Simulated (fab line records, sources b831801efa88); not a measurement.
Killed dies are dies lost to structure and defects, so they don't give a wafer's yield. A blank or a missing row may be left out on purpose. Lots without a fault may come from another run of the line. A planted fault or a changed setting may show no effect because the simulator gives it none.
A struck lot beside a sound one | flow sky130 | 14 steps out of a route of 708
Sound: wafers L332.2, L332.4, L332.6. Struck: wafers L350.3, L350.5, L350.6. The cause comes at the end.
At each step with rows: each side's tool, then ch and its chambers, then its first start. Under that, the readings that differ: sound wafers | struck wafers | difference of the means | sigmas: that difference in standard deviations of wafers without a fault.
alike: readings whose means differ by less than 2 such deviations, and words and numbers that are the same on both sides. not compared: withheld readings, readings that some wafer has no value for, bounds like >300 that may hide the same value, and numbers for which the record gives no deviation and whose values overlap.
The two part at a step that has a row with sigmas, a row that says differs or no value, or rows on one side only. Numbers that don't overlap but have no deviation are shown without sigmas and don't part them. A reading that every wafer of one side lacks parts them only if that side has two wafers or more.

first, 6 steps without rows for these wafers: SKY_LDD_N_HMDS_01 (prime time 60 s); SKY_LDD_N_COAT_02 (resist thk 300 nm); SKY_LDD_N_SOFTBAKE_03 (time 60 s); SKY_LDD_N_EXPOSE_04 (exposes mask NTM, target cd 840 nm); SKY_LDD_N_PEB_05; SKY_LDD_N_DEVELOP_06 (develop time 60 s).
SKY_LDD_N_OVL_MEAS_07:
  sound on overlay-02, day 19 03:07; struck on overlay-02, day 27 09:49
  alike: LDD_N_OVL
then, 5 steps without rows for these wafers: SKY_LDD_N_IMPLANT_08; SKY_LDD_N_IMPLANT_09; SKY_LDD_N_IMPLANT_10; SKY_LDD_N_IMPLANT_11; SKY_LDD_N_IMPLANT_12.
SKY_LDD_N_IMPLANT_13:
  sound on implanter-02 ch 0, day 19 03:56; struck on implanter-03, day 27 10:38
  no value came back on the struck wafers for beam_energy_keV, beam_on_s (s), tilt_deg (degrees); on the sound wafers beam_energy_keV reads 50.009 50.001 49.999
then, 1 step without rows for these wafers: SKY_LDD_N_IMPLANT_14.

WHERE THEY PART
Only at SKY_LDD_N_IMPLANT_13, within this record.

WHY: what the simulator had put in
Skipped step whole: implanter-03, from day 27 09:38 on, at SKY_LDD_N_IMPLANT_13. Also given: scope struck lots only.
